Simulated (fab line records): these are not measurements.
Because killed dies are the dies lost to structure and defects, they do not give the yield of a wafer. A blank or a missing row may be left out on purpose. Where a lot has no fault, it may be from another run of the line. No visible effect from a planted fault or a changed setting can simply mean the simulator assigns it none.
Matching of chambers || flow gf180mcu || cmp-02 running GF_V2_CMP_04: 4 sister chambers
The step polishes SiO2. 4 wafers are shown with their chamber, then 10 later ones without.

WAFERS PAIRED WITH THEIR CHAMBERS
{"wafer": "L318.5", "chamber": 3, "motor current A (A)": 12.3}
{"wafer": "L323.2", "chamber": 0, "motor current A (A)": 12.4}
{"wafer": "L324.2", "chamber": 1, "motor current A (A)": 14.0}
{"wafer": "L324.3", "chamber": 2, "motor current A (A)": 14.2}

WAFERS MISSING THEIR CHAMBER
{"wafer": "L324.6", "motor current A (A)": 14.4}
{"wafer": "L331.1", "motor current A (A)": 12.4}
{"wafer": "L331.2", "motor current A (A)": 14.5}
{"wafer": "L331.4", "motor current A (A)": 12.3}
{"wafer": "L333.2", "motor current A (A)": 14.2}
{"wafer": "L333.4", "motor current A (A)": 13.7}
{"wafer": "L333.6", "motor current A (A)": 13.5}
{"wafer": "L334.1", "motor current A (A)": 11.9}
{"wafer": "L334.3", "motor current A (A)": 13.0}
{"wafer": "L334.4", "motor current A (A)": 14.0}

WHICH CHAMBER EACH ONE RAN IN
{"wafer": "L324.6", "from the rows above": "can't be placed: 2 or 1", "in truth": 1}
{"wafer": "L331.1", "from the rows above": "can't be placed: 0 or 3", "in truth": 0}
{"wafer": "L331.2", "from the rows above": "can't be placed: 2 or 1", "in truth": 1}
{"wafer": "L331.4", "from the rows above": "can't be placed: 3 or 0", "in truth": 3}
{"wafer": "L333.2", "from the rows above": "can't be placed: 2 or 1", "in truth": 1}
{"wafer": "L333.4", "from the rows above": "can't be placed: 1 or 2", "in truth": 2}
{"wafer": "L333.6", "from the rows above": "can't be placed: 1 or 2 or 0", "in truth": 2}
{"wafer": "L334.1", "from the rows above": "can't be placed: 3 or 0", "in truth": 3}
{"wafer": "L334.3", "from the rows above": "can't be placed: 0 or 3 or 1 or 2", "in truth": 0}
{"wafer": "L334.4", "from the rows above": "can't be placed: 1 or 2", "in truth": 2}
Correct placement for 0 of the 10. From these rows, 10 cannot be placed; in 10 the true chamber is one of the candidates. Number placed wrongly: 0.
How it was worked out, from the rows above alone: a wafer's distance from a chamber is the root of the sum, over the readings, of the square of ((its reading less the chamber's mean) divided by the reading's scatter). If the next closest chamber is less than 2 further off than the closest, the wafer can't be placed; otherwise it belongs to the closest. For every chamber, the mean is computed from those of its wafers that are shown. The scatter: with one shown wafer a chamber, the root of the mean of the squares of how far each hidden wafer lies from its nearest shown one.
